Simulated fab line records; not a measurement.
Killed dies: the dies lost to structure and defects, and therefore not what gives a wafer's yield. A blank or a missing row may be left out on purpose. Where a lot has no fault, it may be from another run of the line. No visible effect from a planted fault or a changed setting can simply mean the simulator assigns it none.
2 desks, one fault ; flow gf180mcu ; each desk has only its own numbers; what lay behind them comes last

FROM THE METROLOGY DESK
What the gauges read for every lot (on any tool): the sampled wafers with a number, averaged. Any lot whose mean is over 4 standard deviations away from the usual mean is out of limits and marked OUT; that distance is given in the brackets.
Columns: A = PSD_RS at GF_PSD_RS_MEAS_15, usual 108.54 ohm/sq
lot;first seen here;A
L825;day 15 22:10;108.73
L828;day 17 02:08;108.80
L833;day 18 20:46;111.51 (+12) OUT
L834;day 19 03:01;111.33 (+11) OUT
L841;day 21 10:51;108.34
L842;day 21 23:23;108.57
L843;day 22 01:42;108.71
L844;day 22 06:55;108.39
L845;day 22 15:41;108.77
L846;day 23 00:53;108.85
L847;day 23 08:56;108.29
L848;day 23 14:36;108.63
Finding of this desk: L833, L834 out of limits, first seen on L833 at day 18 20:46 (PSD_RS at GF_PSD_RS_MEAS_15). Within limits: L825, L828, L841, L842, L843, L844, L845, L846, L847, L848.

THE TOOL OWNER'S DESK: implanter-02
The tool's own readings at GF_PSD_IMPLANT_09: means of the sampled wafers that have a number, for each lot that ran on this tool. Any lot whose mean is over 4 standard deviations away from the usual mean is out of limits and marked OUT; that distance is given in the brackets.
Columns: A = dose ions cm2 at GF_PSD_IMPLANT_09, usual 1.5004e+15; B = faraday current uA at GF_PSD_IMPLANT_09, usual 8257
lot;first seen here;A;B
L828;day 17 01:34;1.5022e+15;8189
L833;day 18 20:11;1.3813e+15 (-74) OUT;7525 (-4.6) OUT
L834;day 19 02:27;1.3821e+15 (-74) OUT;7608 (-4.1) OUT
L844;day 22 06:21;1.4992e+15;8274
L846;day 23 00:19;1.5023e+15;8361
L848;day 23 14:02;1.4991e+15;8200
This desk's finding: out of limits on L833, L834; first on L833, day 18 20:11 (dose ions cm2 at GF_PSD_IMPLANT_09). Within limits: L828, L844, L846, L848.

ALL TOGETHER
At day 18 20:11, on L833, L834, the tool owner's desk was in a position to raise an alarm.
On L833, L834, the metrology desk was in a position to raise an alarm at day 18 20:46.
On implanter-02, each named lot ran GF_PSD_IMPLANT_09.

WHAT THE SIMULATOR HAD INSERTED
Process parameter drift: implanter-02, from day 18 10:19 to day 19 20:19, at GF_PSD_IMPLANT_09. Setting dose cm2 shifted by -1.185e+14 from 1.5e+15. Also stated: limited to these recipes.
Struck lots among those shown: L833, L834.
Fault start to first reading out of limits, in hours, per desk: tool owner, 10; metrology, 10.
